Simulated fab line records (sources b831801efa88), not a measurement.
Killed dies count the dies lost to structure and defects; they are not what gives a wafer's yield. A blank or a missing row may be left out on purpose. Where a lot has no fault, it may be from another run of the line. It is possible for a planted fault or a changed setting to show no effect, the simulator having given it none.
Problem report, 8D (eight disciplines) form, completed by code    flow gf180mcu    the parts of the form that need people (team, actions taken, sign-off) are left out

## 1. THE ISSUE
Wafers without a fault read 36.96 s, standard deviation 0.1; strip time to endpoint s at GF_LVPWELL_STRIP_10 reads a mean of 17.77 s on 6 wafers belonging to 2 lots. That is -99 or more standard deviations from the usual mean.
The step: strips in O2/N2.
Earliest sighting: wafer L573.3 on plasma asher-04 at day 6 05:55. Wafers with a number at this step in the record: 42, from 14 lots. Rule for "out" (also "out of limits"): further than 4 standard deviations from the usual mean. Any other wafer with a number is counted as sound.

## 2. WHAT IT IS, WHAT IT ISN'T
question                     is                                is not
which readings at this step  strip time to endpoint s          drypump motor current A, heater power w
which lots                   L573, L574                        L562, L564, L565, L566, L567, L568, L569, L578, L581, L582, L584, L585
which wafers of those lots   all that have a number            -
read on which tools          plasma asher-01, plasma asher-04  plasma asher-02
when                         from day 6 05:55                  up to then (21 sound wafers); but 15 sound wafers of L578, L581, L582, L584, L585 came after

## 3. WHAT RULES OUT EACH SUSPECT
Counting: a tool at any process step up to the reading remains a suspect when it ran all the lots that are out and ran no sound lot after the first of those.
- litho track-01 at GF_LVPWELL_COAT_02 (resist thk 3000 nm): kept. All lots that are out passed through it, beginning with L573 at day 5 22:34, and no sound lot followed; its final sound lot before that point was L568 at day 4 22:49.
Remaining after the count: litho track-01 at GF_LVPWELL_COAT_02.

## 4. THE CAUSE (what the simulator had put in)
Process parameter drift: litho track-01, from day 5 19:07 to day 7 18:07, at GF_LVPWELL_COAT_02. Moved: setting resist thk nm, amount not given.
The count eliminated every tool but this one.

## 5. SEQUENCE OF EFFECTS, ordered by route
Each row: a reading where the mean over the struck wafers with a number is more than 3 standard deviations away from the usual. Readings are gone through only where the record gives a usual standard deviation; hours: the median, over the lots, of the time from a lot's start at the first step in this table giving one to that lot's start at this step; sigmas: the change measured in usual standard deviations.
hours  step                 reading                   usual    on struck wafers  change  sigmas
0      GF_LVPWELL_STRIP_10  strip time to endpoint s  36.96 s  17.77             -19.19  -99 or more
Its process steps:
- GF_LVPWELL_STRIP_10: strips in O2/N2.
At these later measuring or inspecting steps, every struck wafer for which the step has a row has a number for every such reading, and none has moved that far: GF_POLY_GATE_OVL_MEAS_11, GF_HV_LDD_TW_MEAS_11.

## 6. WHAT WOULD HAVE CAUGHT IT SOONER
The fault began at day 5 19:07; the first out-of-limits reading in this record came at day 6 05:55, 11 hours later.
By day 6 05:55, every lot that is out (2) had started GF_LVPWELL_COAT_02 on litho track-01. A hold on the tool at that time would have spared none of them.
